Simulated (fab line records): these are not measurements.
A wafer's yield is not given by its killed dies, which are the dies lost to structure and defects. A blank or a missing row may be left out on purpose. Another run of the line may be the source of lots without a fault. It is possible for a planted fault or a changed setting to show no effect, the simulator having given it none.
fab line records | flow gf180mcu
record: lots: 5 wafers: 15 last_day: 34
route steps=602 shown VT_IMPLANT@92
lots that met no fault: from a run of the same line without faults
start_h: hours from the record's first day to the start of the lot's first wafer shown | wait_h: how many hours have passed since the lot's step before this one | " the same as in the row above | L1.1+2: a row that stands for several wafers | - no value, or no start was given | * or withheld: withheld | < > ~ a bound
route shown NAME@n: names a module that has steps shown in the file, with the first one's number in the route | usual: mean/standard deviation taken from wafers without a fault | same: alike in all rows | chamber/n: place in a boat | sites: each site's reading | _std_site: standard deviation across them | _edge_site: inner sites' mean taken away from outer sites' mean | radius_mm: how far each site lies from the wafer's centre | mask NAME#n: copy n | behind: tool/chamber where the wafer was last shaped | hold: what put the lot on hold/how long, in hours/how the hold closed | device: the n, p or np transistor that did not switch | end of line: at the end of the route, the tests of the same wafers | step lacking rows: just its recipe | killed: not the wafer's yield, but the dies lost to structure and defects at the first sort | map: a wafer's dies, x killed, . not, _ none there
set.NAME: setting as actually run; set.NAME@STEP: the setting as run at that earlier step | model.NAME: the simulator's own value behind a step, which no gauge read
certain route steps with their lots: each step a table, each wafer a row
services: from which hour (start_h, from the record's first day; less than 0 if before it) a tool's chamber was out of use, for how many hours, and why
== steps ==
step: GF_VT_IMPLANT_COAT_02
recipe: resist: NOVOLAK spin_rpm: 3000 resist_thk_nm: 1000
columns lot.wafer tool chamber start_h wait_h
L082.2+3+5 litho_track-03 0 153.44 0.1
L087.1+4+5 litho_track-02 0 194.27 0.1
L088.1+4+5 litho_track-03 0 194.77 0.1
L091.1+4+6 litho_track-04 0 221.77 0.1
L096.1+4+5 litho_track-03 0 236.57 0.1
step: GF_VT_IMPLANT_SOFTBAKE_03
recipe: temp_c: 90 time_s: 60 resist: NOVOLAK
columns lot.wafer tool chamber start_h wait_h
L082.2+3+5 litho_track-03 0 153.59 0.1
L087.1+4+5 litho_track-02 0 194.42 0.1
L088.1+4+5 litho_track-03 0 194.92 0.1
L091.1+4+6 litho_track-04 0 221.92 0.1
L096.1+4+5 litho_track-03 0 236.72 0.1
step: GF_VT_IMPLANT_EXPOSE_04
recipe: mask_id: LVPWELL_LV_AREA target_cd_nm: 600 na: 0.6 source_shape: conventional sigma_outer: 0.6 dose_mj: 140
columns lot.wafer tool chamber start_h wait_h mask
L082.2+3+5 iline_stepper-01 0 - - LVPWELL_LV_AREA#0
L087.1+4+5 iline_stepper-02 0 - - LVPWELL_LV_AREA#0
L088.1+4+5 iline_stepper-02 0 - - LVPWELL_LV_AREA#0
L091.1+4+6 iline_stepper-01 0 - - LVPWELL_LV_AREA#0
L096.1+4+5 iline_stepper-02 0 - - LVPWELL_LV_AREA#0
step: GF_VT_IMPLANT_PEB_05
recipe: temp_c: withheld time_s: * resist: NOVOLAK
columns lot.wafer tool chamber start_h wait_h
L082.2+3+5 litho_track-03 0 - -
L087.1+4+5 litho_track-02 0 - -
L088.1+4+5 litho_track-03 0 - -
L091.1+4+6 litho_track-04 0 - -
L096.1+4+5 litho_track-03 0 - -
step: GF_VT_IMPLANT_DEVELOP_06
recipe: develop_time_s: 60 dev_temp_c: 23
columns lot.wafer tool chamber start_h wait_h
L082.2+3+5 litho_track-03 0 161.04 0.1
L087.1+4+5 litho_track-02 0 202.62 0.1
L088.1+4+5 litho_track-03 0 202.77 0.1
L091.1+4+6 litho_track-04 0 230.12 0.1
L096.1+4+5 litho_track-03 0 245.21 0.1
step: GF_VT_IMPLANT_OVL_MEAS_07
usual: VT_IMPLANT_OVL: -0.3/1.4
columns lot.wafer tool chamber start_h wait_h VT_IMPLANT_OVL[nm]
L082.2 overlay-01 - 161.17 0.1 -3.5
L082.3 " - " " -2.7
L082.5 " - " " -2.3
L087.1 overlay-01 - 202.77 0.1 -1.9
L087.4 " - " " -1.6
L087.5 " - " " -0.8
L088.1 overlay-02 - 202.92 0.1 0.2
L088.4 " - " " -0.1
L088.5 " - " " 0.8
L091.1 overlay-02 - 230.27 0.1 2.0
L091.4 " - " " 2.5
L091.6 " - " " -0.2
L096.1 overlay-02 - 245.36 0.1 -0.5
L096.4 " - " " 0.4
L096.5 " - " " -0.6
step: GF_VT_IMPLANT_IMPLANT_08
recipe: species: BF2 energy_kev: 20 dose_cm2: 8.29e+12 tilt_deg: 7
usual: faraday_current_uA: 46.7/1
same: implant_ion_amu: 49
columns lot.wafer tool chamber start_h wait_h faraday_current_uA
L082.2 implanter-02 0 161.23 0.0 46.4
L082.3 " 0 " " 46.4
L082.5 " 0 " " 48.5
L087.1 implanter-01 0 202.80 0.0 46.6
L087.4 " 0 " " 44.9
L087.5 " 0 " " 47.5
L088.1 implanter-04 0 202.95 0.0 48.6
L088.4 " 0 " " 47.5
L088.5 " 0 " " 45.1
L091.1 implanter-04 0 230.31 0.0 46.7
L091.4 " 0 " " 48.4
L091.6 " 0 " " 45.9
L096.1 implanter-02 0 245.40 0.0 46.5
L096.4 " 0 " " 45.6
L096.5 " 0 " " 45.4
step: GF_VT_IMPLANT_STRIP_09
recipe: chemistry: O2/N2 power_w: 1400 pressure_mtorr: 1500 platen_temp_c: 250 o2_flow_sccm: 3000 n2_flow_sccm: 300 overash_fraction: 0.5
usual: drypump_motor_current_A: 5.6/0.4 heater_power_w: 336/28 oes_product_au: 0.716/0.0049 strip_time_to_endpoint_s: 12.64/0.035
columns lot.wafer tool chamber start_h wait_h drypump_motor_current_A heater_power_w oes_product_au rf_hours_counter_h strip_time_to_endpoint_s
L082.2 plasma_asher-03 1 161.35 0.1 6.0 353 0.713 45 12.68
L082.3 " 1 " " 6.0 364 0.715 - 12.67
L082.5 " 1 " " 6.0 354 0.717 - 12.62
L087.1 plasma_asher-04 0 202.95 0.1 5.8 313 0.718 9 12.66
L087.4 " 0 " " 5.7 309 0.721 - 12.68
L087.5 " 1 " " 5.1 376 0.723 - 12.68
L088.1 plasma_asher-02 1 203.10 0.1 5.6 345 0.721 41 12.63
L088.4 " 0 " " 4.8 316 0.713 - 12.64
L088.5 " 0 " " 4.8 310 0.717 - 12.64
L091.1 plasma_asher-04 0 230.46 0.1 5.7 308 0.716 12 12.61
L091.4 " 1 " " 5.2 377 0.711 - 12.60
L091.6 " 1 " " 5.2 368 0.709 - 12.62
L096.1 plasma_asher-02 1 245.55 0.1 5.6 346 0.713 46 12.58
L096.4 " 0 " " 4.8 314 0.710 - 12.63
L096.5 " 0 " " 4.8 313 0.714 - 12.59
step: GF_VT_IMPLANT_TW_MEAS_10
usual: VT_IMPLANT_TW: 563.2/3
columns lot.wafer tool chamber start_h wait_h VT_IMPLANT_TW
L082.2 film_metro-01 - 161.46 0.1 563.4
L082.3 " - " " 563.6
L082.5 " - " " 564.5
L087.1 film_metro-02 - 203.05 0.1 567.0
L087.4 " - " " 562.6
L087.5 " - " " 566.8
L088.1 film_metro-01 - 203.20 0.1 564.7
L088.4 " - " " 565.7
L088.5 " - " " 566.5
L091.1 film_metro-01 - 230.56 0.1 564.7
L091.4 " - " " 564.4
L091.6 " - " " 565.7
L096.1 film_metro-03 - 245.65 0.1 564.1
L096.4 " - " " 560.7
L096.5 " - " " 559.0
step: GF_VT_IMPLANT_DEHYDRATE_11
recipe: temp_c: 200 time_s: 60
columns lot.wafer tool chamber start_h wait_h
L082.2+3+5 litho_track-02 0 168.94 7.5
L087.1+4+5 litho_track-02 0 210.82 7.8
L088.1+4+5 litho_track-03 0 211.07 7.9
L091.1+4+6 litho_track-04 0 239.22 8.7
L096.1+4+5 litho_track-04 0 254.02 8.4
step: GF_VT_IMPLANT_HMDS_12
recipe: prime_time_s: 60 prime_temp_c: 120
columns lot.wafer tool chamber start_h wait_h
L082.2+3+5 litho_track-02 0 169.09 0.1
L087.1+4+5 litho_track-02 0 210.97 0.1
L088.1+4+5 litho_track-03 0 211.22 0.1
L091.1+4+6 litho_track-04 0 239.37 0.1
L096.1+4+5 litho_track-04 0 254.17 0.1
== services ==
columns tool chamber start_h hours kind
implanter-01 - 164.68 2.6 pm
plasma_asher-03 - 165.27 4.0 repair
iline_stepper-02 - 174.56 1.7 pm
plasma_asher-02 - 189.53 2.8 pm
implanter-02 - 193.43 9.6 repair
implanter-04 - 199.69 3.1 repair
plasma_asher-03 - 212.49 2.8 pm
implanter-04 - 213.58 2.2 repair
implanter-02 - 213.78 6.1 pm
== key ==
fault none
